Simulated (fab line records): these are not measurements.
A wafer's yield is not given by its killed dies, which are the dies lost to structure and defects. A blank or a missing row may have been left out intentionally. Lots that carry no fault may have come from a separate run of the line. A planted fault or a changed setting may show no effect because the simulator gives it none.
fab line records ; flow sfqLine
[record] lots = 15; wafers = 45; lastDay = 80
route steps=325 shown I5@236 C5@246 I6@275 I7@296
lots untouched by any fault: they come from a run of this same line in which no faults occurred
startH: hours from the record's opening day to when the first of the lot's shown wafers began ; waitH: hours from the lot's prior step to this one ; " repeats the value in the row above ; L1.1+2: several wafers, shown together as one row ; - no value, or no start was given ; * or withheld: withheld ; < > ~ a bound
route shown NAME@n: NAME is a module with steps in the file, n the number in the route of the first one ; usual: average and standard deviation across the fault-free wafers ; same: alike in all rows ; chamber/n: place in a boat ; sites: per-site readings ; _std_site: the standard deviation of these ; _edge_site: mean of outer sites minus mean of inner sites ; radiusMm: for every site, how far away it sits from the centre of the wafer ; mask NAME#n: copy n ; behind: tool/chamber where the wafer was last shaped ; hold: the reason the lot was held/the length of the hold in hours/how it ended ; device: whichever transistor did not switch (one of n, p or np) ; end of line: tests run on the same wafers once the route is complete ; step lacking rows: just its recipe ; killed: at the first sort, the dies lost to defects and structure; wafer yield is something else ; map: per-die view of a wafer (x killed, . not killed, _ where there is no die)
set.NAME: the setting as run; set.NAME@STEP: as run at that earlier step ; model.NAME: the simulator's own value behind a step, which no gauge read
route steps across a sampled set of lots; one table per step, one row per wafer
services: a tool's chamber out of use, with start hour (startH, from the record's first day; less than 0 if before it), hours out, and reason
[[steps]]
[step SFQ_TRILAYER_I5_BARC_OPEN_VIA_ETCH_200]
[recipe] maskMaterial = PR; chemistry = O2; targetDepthNm = 125; target = BARC; sourceW = 500; biasW = 80; pressureMtorr = 30; timeS = 41.7
[usual] drypumpMotorCurrentA = 5.7/0.43; oesProductAu = 0.685/0.0047
lot.wafer;tool;chamber;startH;waitH;drypumpMotorCurrentA;oesProductAu;rfHoursCounterH
L663.1;rieDiel-03;1;1398.72;0.0;5.4;0.680;19
L663.3;rieDiel-03;0;1398.72;0.0;4.8;0.688;19
L663.4;rieDiel-03;3;1398.72;0.0;5.9;0.685;1
L665.2;rieDiel-02;0;1407.12;0.0;6.1;0.686;1
L665.3;rieDiel-02;2;1407.12;0.0;5.8;0.685;12
L665.4;rieDiel-02;3;1407.12;0.0;5.8;0.686;5
L667.4;rieDiel-03;0;1425.25;0.0;4.8;0.684;19
L667.5;rieDiel-03;3;1425.25;0.0;5.8;0.691;-
L667.6;rieDiel-03;2;1425.25;0.0;5.7;0.682;-
L668.3;rieDiel-02;3;1430.19;0.0;5.8;0.682;6
L668.4;rieDiel-02;2;1430.19;0.0;5.8;0.680;12
L668.6;rieDiel-02;0;1430.19;0.0;6.0;0.684;-
L669.1;rieDiel-04;0;1433.79;0.0;5.7;0.681;14
L669.2;rieDiel-04;2;1433.79;0.0;6.0;0.682;4
L669.4;rieDiel-04;1;1433.79;0.0;6.6;0.685;11
L671.3;rieDiel-03;3;1436.19;0.0;5.9;0.689;1
L671.4;rieDiel-03;1;1436.19;0.0;5.4;0.687;20
L671.5;rieDiel-03;3;1436.19;0.0;5.8;0.689;-
L672.4;rieDiel-02;0;1474.84;0.0;6.0;0.685;2
L672.5;rieDiel-02;1;1474.84;0.0;5.4;0.684;-
L672.6;rieDiel-02;2;1474.84;0.0;5.8;0.682;-
L673.1;rieDiel-03;1;1477.24;0.0;5.4;0.691;21
L673.2;rieDiel-03;2;1477.24;0.0;5.7;0.687;6
L673.4;rieDiel-03;3;1477.24;0.0;5.8;0.683;2
L674.1;rieDiel-04;1;1478.57;0.0;6.6;0.690;12
L674.2;rieDiel-04;2;1478.57;0.0;6.0;0.674;5
L674.4;rieDiel-04;3;1478.57;0.0;5.3;0.677;10
L678.2;rieDiel-03;3;1521.77;0.0;5.9;0.693;3
L678.4;rieDiel-03;0;1521.77;0.0;4.8;0.685;21
L678.6;rieDiel-03;3;1521.77;0.0;5.8;0.686;-
L680.3;rieDiel-04;0;1528.97;0.0;5.7;0.693;15
L680.5;rieDiel-04;2;1528.97;0.0;6.0;0.688;-
L680.6;rieDiel-04;1;1528.97;0.0;6.6;0.688;-
L681.1;rieDiel-03;0;1532.57;0.0;4.8;0.682;21
L681.4;rieDiel-03;3;1532.57;0.0;5.9;0.688;3
L681.6;rieDiel-03;1;1532.57;0.0;5.4;0.678;-
L682.2;rieDiel-03;0;1554.01;0.0;4.7;0.689;22
L682.3;rieDiel-03;3;1554.01;0.0;5.8;0.684;4
L682.5;rieDiel-03;3;1554.01;0.0;5.8;0.683;-
L685.2;rieDiel-02;2;1568.76;0.0;5.8;0.680;14
L685.4;rieDiel-02;0;1568.76;0.0;6.0;0.688;3
L685.6;rieDiel-02;1;1568.76;0.0;5.4;0.682;-
L686.1;rieDiel-03;2;1571.16;0.0;5.7;0.683;9
L686.3;rieDiel-03;1;1571.16;0.0;5.5;0.692;22
L686.5;rieDiel-03;3;1571.16;0.0;5.9;0.676;-
[step SFQ_C5_OVL_MEAS_937]
[usual] C5_OVL = 0/5.7
lot.wafer;tool;chamber;startH;waitH;C5_OVL[nm]
L663.1;overlay-01;-;1514.77;0.1;0
L663.3;overlay-01;-;1514.77;0.1;2
L663.4;overlay-01;-;1514.77;0.1;-1
L665.2;overlay-01;-;1521.98;0.1;-6
L665.3;overlay-01;-;1521.98;0.1;-6
L665.4;overlay-01;-;1521.98;0.1;-3
L667.4;overlay-01;-;1537.59;0.1;-5
L667.5;overlay-01;-;1537.59;0.1;3
L667.6;overlay-01;-;1537.59;0.1;4
L668.3;overlay-02;-;1541.18;0.1;2
L668.4;overlay-02;-;1541.18;0.1;13
L668.6;overlay-02;-;1541.18;0.1;11
L669.1;overlay-01;-;1544.77;0.1;-4
L669.2;overlay-01;-;1544.77;0.1;-4
L669.4;overlay-01;-;1544.77;0.1;-6
L671.3;overlay-01;-;1547.18;0.1;-3
L671.4;overlay-01;-;1547.18;0.1;-1
L671.5;overlay-01;-;1547.18;0.1;-2
L672.4;overlay-01;-;1581.99;0.1;-10
L672.5;overlay-01;-;1581.99;0.1;-7
L672.6;overlay-01;-;1581.99;0.1;-11
L673.1;overlay-01;-;1584.37;0.1;8
L673.2;overlay-01;-;1584.37;0.1;-3
L673.4;overlay-01;-;1584.37;0.1;-3
L674.1;overlay-01;-;1585.57;0.1;11
L674.2;overlay-01;-;1585.57;0.1;7
L674.4;overlay-01;-;1585.57;0.1;11
L678.2;overlay-02;-;1633.19;0.1;-2
L678.4;overlay-02;-;1633.19;0.1;2
L678.6;overlay-02;-;1633.19;0.1;9
L680.3;overlay-01;-;1641.59;0.1;2
L680.5;overlay-01;-;1641.59;0.1;9
L680.6;overlay-01;-;1641.59;0.1;-4
L681.1;overlay-01;-;1643.98;0.1;-8
L681.4;overlay-01;-;1643.98;0.1;-4
L681.6;overlay-01;-;1643.98;0.1;-2
L682.2;overlay-02;-;1656.13;0.1;0
L682.3;overlay-02;-;1656.13;0.1;-6
L682.5;overlay-02;-;1656.13;0.1;-8
L685.2;overlay-02;-;1669.33;0.1;7
L685.4;overlay-02;-;1669.33;0.1;5
L685.6;overlay-02;-;1669.33;0.1;6
L686.1;overlay-02;-;1672.92;0.1;11
L686.3;overlay-02;-;1672.92;0.1;12
L686.5;overlay-02;-;1672.92;0.1;9
[step SFQ_TRILAYER_I6_VIA_LITHO_DEVELOP_171]
[recipe] timeS = 60; resist = KrF
[usual] chillPlateTempC = 23.00/0.12; exhaustPa = 45.0/0.85
lot.wafer;tool;chamber;startH;waitH;chillPlateTempC;exhaustPa
L663.1;lithoTrack-03;0;1557.43;0.1;23.00;45.9
L663.3;lithoTrack-03;0;1557.43;0.1;22.93;45.8
L663.4;lithoTrack-03;0;1557.43;0.1;23.00;44.4
L665.2;lithoTrack-01;0;1564.65;0.1;23.02;46.1
L665.3;lithoTrack-01;0;1564.65;0.1;23.12;45.7
L665.4;lithoTrack-01;0;1564.65;0.1;22.96;44.7
L667.4;lithoTrack-04;0;1575.25;0.1;22.99;45.9
L667.5;lithoTrack-04;0;1575.25;0.1;22.95;43.9
L667.6;lithoTrack-04;0;1575.25;0.1;22.68;45.8
L668.3;lithoTrack-01;0;1578.43;0.1;23.02;44.6
L668.4;lithoTrack-01;0;1578.43;0.1;23.04;44.8
L668.6;lithoTrack-01;0;1578.43;0.1;23.00;45.5
L669.1;lithoTrack-03;0;1579.38;0.1;23.02;45.5
L669.2;lithoTrack-03;0;1579.38;0.1;23.06;45.1
L669.4;lithoTrack-03;0;1579.38;0.1;22.98;45.0
L671.3;lithoTrack-04;0;1583.03;0.1;22.81;45.9
L671.4;lithoTrack-04;0;1583.03;0.1;22.78;46.4
L671.5;lithoTrack-04;0;1583.03;0.1;22.82;44.6
L672.4;lithoTrack-03;-;1633.10;0.1;-;-
L672.5;lithoTrack-03;-;1633.10;0.1;-;-
L672.6;lithoTrack-03;-;1633.10;0.1;-;-
L673.1;lithoTrack-03;-;1634.23;0.1;-;-
L673.2;lithoTrack-03;-;1634.23;0.1;-;-
L673.4;lithoTrack-03;-;1634.23;0.1;-;-
L674.1;lithoTrack-03;-;1635.43;0.1;-;-
L674.2;lithoTrack-03;-;1635.43;0.1;-;-
L674.4;lithoTrack-03;-;1635.43;0.1;-;-
L678.2;lithoTrack-04;0;1654.30;0.1;23.11;44.4
L678.4;lithoTrack-04;0;1654.30;0.1;23.03;45.3
L678.6;lithoTrack-04;0;1654.30;0.1;23.20;44.2
L680.3;lithoTrack-03;0;1659.13;0.1;22.97;44.5
L680.5;lithoTrack-03;0;1659.13;0.1;22.96;45.1
L680.6;lithoTrack-03;0;1659.13;0.1;22.95;45.8
L681.1;lithoTrack-04;0;1662.68;0.1;23.22;46.9
L681.4;lithoTrack-04;0;1662.68;0.1;23.20;45.5
L681.6;lithoTrack-04;0;1662.68;0.1;22.96;45.4
L682.2;lithoTrack-01;0;1672.30;0.1;22.85;44.0
L682.3;lithoTrack-01;0;1672.30;0.1;22.93;45.2
L682.5;lithoTrack-01;0;1672.30;0.1;23.01;44.5
L685.2;lithoTrack-04;0;1685.50;0.1;23.06;43.2
L685.4;lithoTrack-04;0;1685.50;0.1;23.00;43.9
L685.6;lithoTrack-04;0;1685.50;0.1;22.97;43.7
L686.1;lithoTrack-01;0;1689.08;0.1;23.05;44.9
L686.3;lithoTrack-01;0;1689.08;0.1;23.19;45.6
L686.5;lithoTrack-01;0;1689.08;0.1;22.95;45.1
[step SFQ_TRILAYER_I7_DEP_PECVD_183]
[recipe] material = SiO2; tempC = 150; timeS = 111.11; pressureTorr = 2.4; rfW = 183.3; precursor = SiH4/N2O; targetThkNm = 500
[usual] heaterPowerW = 83/16; throttleValvePct = 24.4/0.55
lot.wafer;tool;chamber;startH;waitH;heaterPowerW;throttleValvePct
L663.1;pecvd-03;2;1564.59;0.0;100;24.4
L663.3;pecvd-03;0;1564.59;0.0;89;23.5
L663.4;pecvd-03;0;1564.59;0.0;87;23.4
L665.2;pecvd-04;1;1570.92;0.0;110;24.0
L665.3;pecvd-04;2;1570.92;0.0;79;24.2
L665.4;pecvd-04;0;1570.92;0.0;86;24.6
L667.4;pecvd-03;1;1581.76;0.0;84;24.1
L667.5;pecvd-03;0;1581.76;0.0;90;23.6
L667.6;pecvd-03;2;1581.76;0.0;111;24.2
L668.3;pecvd-04;0;1585.32;0.0;75;24.6
L668.4;pecvd-04;2;1585.32;0.0;75;24.2
L668.6;pecvd-04;1;1585.32;0.0;110;24.1
L669.1;pecvd-01;1;1586.52;0.0;66;23.6
L669.2;pecvd-01;2;1586.52;0.0;69;25.8
L669.4;pecvd-01;1;1586.52;0.0;53;23.8
L671.3;pecvd-03;1;1590.12;0.0;80;24.1
L671.4;pecvd-03;1;1590.12;0.0;83;24.2
L671.5;pecvd-03;2;1590.12;0.0;101;24.4
L672.4;pecvd-01;2;1642.16;0.0;76;25.6
L672.5;pecvd-01;1;1642.16;0.0;64;23.8
L672.6;pecvd-01;0;1642.16;0.0;84;24.6
L673.1;pecvd-04;0;1643.32;0.0;81;24.8
L673.2;pecvd-04;2;1643.32;0.0;79;24.3
L673.4;pecvd-04;1;1643.32;0.0;116;24.3
L674.1;pecvd-03;0;1645.72;0.0;86;23.8
L674.2;pecvd-03;1;1645.72;0.0;77;24.2
L674.4;pecvd-03;1;1645.72;0.0;79;24.3
L678.2;pecvd-04;1;1661.42;0.0;99;24.2
L678.4;pecvd-04;1;1661.42;0.0;107;23.9
L678.6;pecvd-04;0;1661.42;0.0;85;24.8
L680.3;pecvd-01;2;1667.46;0.0;68;25.4
L680.5;pecvd-01;1;1667.46;0.0;61;23.8
L680.6;pecvd-01;2;1667.46;0.0;74;25.5
L681.1;pecvd-04;2;1671.02;0.0;68;24.4
L681.4;pecvd-04;1;1671.02;0.0;109;24.3
L681.6;pecvd-04;0;1671.02;0.0;81;24.7
L682.2;pecvd-04;2;1678.22;0.0;73;24.6
L682.3;pecvd-04;0;1678.22;0.0;74;24.9
L682.5;pecvd-04;0;1678.22;0.0;80;24.9
L685.2;pecvd-03;1;1691.44;0.0;78;24.3
L685.4;pecvd-03;0;1691.44;0.0;88;23.9
L685.6;pecvd-03;1;1691.44;0.0;79;24.3
L686.1;pecvd-04;0;1695.04;0.0;84;25.0
L686.3;pecvd-04;2;1695.04;0.0;75;24.4
L686.5;pecvd-04;0;1695.04;0.0;85;24.6
[[services]]
tool;chamber;startH;hours;kind
rieDiel-04;0;1374.89;4.8;repair
rieDiel-03;-;1377.26;2.8;pm
rieDiel-02;2;1380.09;12.1;repair
pecvd-03;-;1380.45;14.6;pm
pecvd-03;-;1399.07;8.2;repair
rieDiel-02;2;1412.48;3.1;repair
rieDiel-03;-;1452.12;0.3;repair
rieDiel-03;1;1480.81;9.8;repair
pecvd-03;-;1482.95;2.8;pm
pecvd-04;-;1485.95;2.8;pm
pecvd-01;-;1502.17;14.6;pm
rieDiel-02;-;1505.12;28.1;pm
rieDiel-04;0;1525.11;2.0;repair
pecvd-01;-;1528.02;0.8;repair
rieDiel-03;0;1556.52;8.0;repair
pecvd-01;-;1562.67;0.8;repair
rieDiel-02;0;1616.96;35.2;repair
rieDiel-04;3;1642.58;6.8;repair
pecvd-03;-;1657.99;5.5;pm
rieDiel-03;-;1659.97;1.6;repair
pecvd-01;0;1662.76;13.7;repair
pecvd-01;2;1664.24;3.0;repair
rieDiel-02;2;1675.70;7.1;repair
pecvd-01;-;1686.25;14.0;pm
[[key]]
[firstSign] step = SFQ_TRILAYER_I6_VIA_LITHO_DEVELOP_171; reading = toolRecord; direction = missing
effect none on later readings
metAt SFQ_TRILAYER_I6_VIA_LITHO_DEVELOP_171
struckLots L672,L673,L674
notActingAt SFQ_TRILAYER_I5_BARC_OPEN_VIA_ETCH_200,SFQ_C5_OVL_MEAS_937,SFQ_TRILAYER_I7_DEP_PECVD_183
onsetBetween 1579.38 1633.10
[fault] kind = skippedStepWhole; tool = lithoTrack-03; chamber = -; onsetH = 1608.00; steps = SFQ_TRILAYER_I6_VIA_LITHO_DEVELOP_171; scope = struckLotsOnly
